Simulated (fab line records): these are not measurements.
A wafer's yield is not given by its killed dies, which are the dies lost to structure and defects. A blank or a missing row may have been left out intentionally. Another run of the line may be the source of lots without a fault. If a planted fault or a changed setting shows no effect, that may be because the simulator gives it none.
Which tool was responsible?    flow gf180mcu    12 lots with 36 wafers sampled at 5 steps, on a route of 602 steps

== WHAT THE GAUGES SHOWED, per wafer ==
GF_M2_RS_MEAS_05: a four-point-probe measurement. Usual: M2_ALCU_RS 0.0696 ohm/sq, standard deviation 0.00083.
lot   measured      on            M2_ALCU_RS (ohm/sq)   flag
L756  day 18 07:55  filmMetro-04  0.0707 0.0700 0.0702  
L757  day 19 05:19  filmMetro-04  0.0692 0.0700 0.0698  
L758  day 19 14:58  filmMetro-01  0.0698 0.0698 0.0696  
L761  day 20 15:38  filmMetro-03  0.0679 0.0684 0.0687  
L764  day 21 13:26  filmMetro-04  0.0690 0.0680 0.0688  
L766  day 22 09:07  filmMetro-01  0.0700 0.0701 0.0698  
L767  day 22 20:04  filmMetro-04  0.0696 0.0697 0.0692  
L771  day 23 17:56  filmMetro-04  0.0697 0.0696 0.0694  
L773  day 24 14:19  filmMetro-04  0.0703 0.0705 0.0701  
L776  day 25 14:41  filmMetro-01  0.0688 0.0689 0.0685  
L777  day 25 23:52  filmMetro-01  0.0688 0.0689 0.0690  
L778  day 26 00:55  filmMetro-03  0.0693 0.0696 0.0692  

GF_V2_BOW_MEAS_05. Usual: V2_BOW 99 um, standard deviation 7.1.
lot   measured      on            V2_BOW (um)  flag
L756  day 19 09:23  filmMetro-02  98 101 85    
L757  day 20 07:31  filmMetro-03  95 93 104    
L758  day 20 17:32  filmMetro-02  102 93 107   
L761  day 21 16:58  filmMetro-01  104 89 109   
L764  day 22 13:34  filmMetro-02  103 99 100   
L766  day 23 08:56  filmMetro-02  71 66 74     OFF
L767  day 23 19:55  filmMetro-03  62 70 77     OFF
L771  day 24 17:30  filmMetro-01  98 90 86     
L773  day 25 13:03  filmMetro-01  96 99 109    
L776  day 26 13:00  filmMetro-02  104 114 87   
L777  day 26 21:55  filmMetro-02  89 100 87    
L778  day 26 23:05  filmMetro-01  100 104 100  

== WHAT TOOL EACH LOT RAN ON (gives the tool, then ch and the chambers of the sampled wafers, and finally the start) ==
lot   GF_V1_ETCH_17                                 GF_M2_SPUTTER_03             GF_V2_CVD_00
L756  rieDiel-01 ch 0,2,3, day 18 07:50 or earlier  pvdSputter-01, day 18 07:50  hdpcvd-02 ch 0,1,2, day 19 08:48
L757  rieDiel-04 ch 1,2,3, day 19 05:13 or earlier  pvdSputter-01, day 19 05:13  hdpcvd-01 ch 0,2, day 20 06:55
L758  rieDiel-01 ch 0,1,3, day 19 14:55 or earlier  pvdSputter-03, day 19 14:55  hdpcvd-02 ch 0,1,2, day 20 15:49
L761  rieDiel-02 ch 0,2,3, day 20 15:35 or earlier  pvdSputter-03, day 20 15:35  hdpcvd-01 ch 0,1, day 21 16:24
L764  rieDiel-04 ch 0,3, day 21 13:19 or earlier    pvdSputter-01, day 21 13:19  hdpcvd-02 ch 0,1,2, day 22 12:59
L766  rieDiel-01 ch 0,1, day 22 09:02 or earlier    pvdSputter-01, day 22 09:02  hdpcvd-01 ch 0,1,2, day 23 08:21
L767  rieDiel-02 ch 1,2, day 22 20:00 or earlier    pvdSputter-03, day 22 20:00  hdpcvd-01 ch 1,2, day 23 19:21
L771  rieDiel-04 ch 1,3, day 23 17:52 or earlier    pvdSputter-03, day 23 17:52  hdpcvd-01 ch 0,1, day 24 16:54
L773  rieDiel-04 ch 0,3, day 24 14:14 or earlier    pvdSputter-03, day 24 14:14  hdpcvd-02 ch 0,1,2, day 25 12:28
L776  rieDiel-04 ch 1,2, day 25 14:38 or earlier    pvdSputter-01, day 25 14:38  hdpcvd-01 ch 0,1, day 26 12:24
L777  rieDiel-02 ch 1,2,3, day 25 23:48 or earlier  pvdSputter-03, day 25 23:48  hdpcvd-01 ch 1,2, day 26 21:22
L778  rieDiel-01 ch 0,1,2, day 26 00:51 or earlier  pvdSputter-01, day 26 00:51  hdpcvd-01 ch 1,2, day 26 22:32
- GF_V1_ETCH_17: etches SiO2 in C4F8/O2/Ar, stops on TiN, target depth 630 nm.
- GF_M2_SPUTTER_03: material Ti, target thk 10 nm, time 6.7 s.
- GF_V2_CVD_00: deposits SiO2, target thk 600 nm, time 100 s.

== WHAT THE TOOLS THEMSELVES READ (means of the sampled wafers that have a number; where no wafer has one, the mark that the record gives instead) ==
GF_V1_ETCH_17. Usual: oesProductAu at 0.856 a.u., with a standard deviation of 0.0046.
lot   tool        oesProductAu (a.u.)  flag
L756  rieDiel-01  0.855                
L757  rieDiel-04  0.858                
L758  rieDiel-01  0.859                
L761  rieDiel-02  0.857                
L764  rieDiel-04  0.858                
L766  rieDiel-01  0.856                
L767  rieDiel-02  0.861                
L771  rieDiel-04  0.854                
L773  rieDiel-04  0.854                
L776  rieDiel-04  0.854                
L777  rieDiel-02  0.858                
L778  rieDiel-01  0.857                

GF_M2_SPUTTER_03. Usual: throttleValvePct at 29.7 %, with a standard deviation of 0.93.
lot   tool           throttleValvePct (%)  flag
L756  pvdSputter-01  29.7                  
L757  pvdSputter-01  29.7                  
L758  pvdSputter-03  30.2                  
L761  pvdSputter-03  30.4                  
L764  pvdSputter-01  29.6                  
L766  pvdSputter-01  28.9                  
L767  pvdSputter-03  30.0                  
L771  pvdSputter-03  30.4                  
L773  pvdSputter-03  29.7                  
L776  pvdSputter-01  29.1                  
L777  pvdSputter-03  30.8                  
L778  pvdSputter-01  29.5                  

GF_V2_CVD_00. Usual: pressureMtorr 5.999 mTorr, standard deviation 0.012; runLengthS 127.8 s, standard deviation 0.4.
lot   tool       pressureMtorr (mTorr)  runLengthS (s)  flag
L756  hdpcvd-02  5.997                  128.0           
L757  hdpcvd-01  6.001                  127.9           
L758  hdpcvd-02  6.003                  128.2           
L761  hdpcvd-01  5.998                  127.7           
L764  hdpcvd-02  6.002                  127.9           
L766  hdpcvd-01  -                      -               OFF
L767  hdpcvd-01  -                      -               OFF
L771  hdpcvd-01  6.015                  127.3           
L773  hdpcvd-02  5.998                  128.0           
L776  hdpcvd-01  5.998                  127.9           
L777  hdpcvd-01  6.002                  127.4           
L778  hdpcvd-01  5.993                  127.8           

== THE ANSWER, worked out from the rows above alone ==
Rule: a lot counts as off when the mean over its wafers that have a number is more than 3 standard deviations away from the usual mean. A lot without any number at a reading at which 4 lots or more have one is off too. The other lots that the step has rows for count as sound. Order of review: gauges by route order, followed by the tools' own readings, for which a lot's mean as printed above is used. At the first step where some lot is off, the reading lying furthest off is the one used; lots without a number count as furthest.
Off: L766, L767, at GF_V2_BOW_MEAS_05 (V2_BOW).
A tool fits if, at a process step before that reading, it ran every lot that is off, and no sound lot after the first of them. The gauges at GF_V2_BOW_MEAS_05 aren't tried: what is off there is off at GF_V2_CVD_00 too, on other tools, and a gauge's error can't cause that. With no start given for some of its lots, GF_V1_ETCH_17 uses the hours and lot order of GF_M2_SPUTTER_03. No candidate that was tried fits.

== WHAT WAS PUT IN BY THE SIMULATOR ==
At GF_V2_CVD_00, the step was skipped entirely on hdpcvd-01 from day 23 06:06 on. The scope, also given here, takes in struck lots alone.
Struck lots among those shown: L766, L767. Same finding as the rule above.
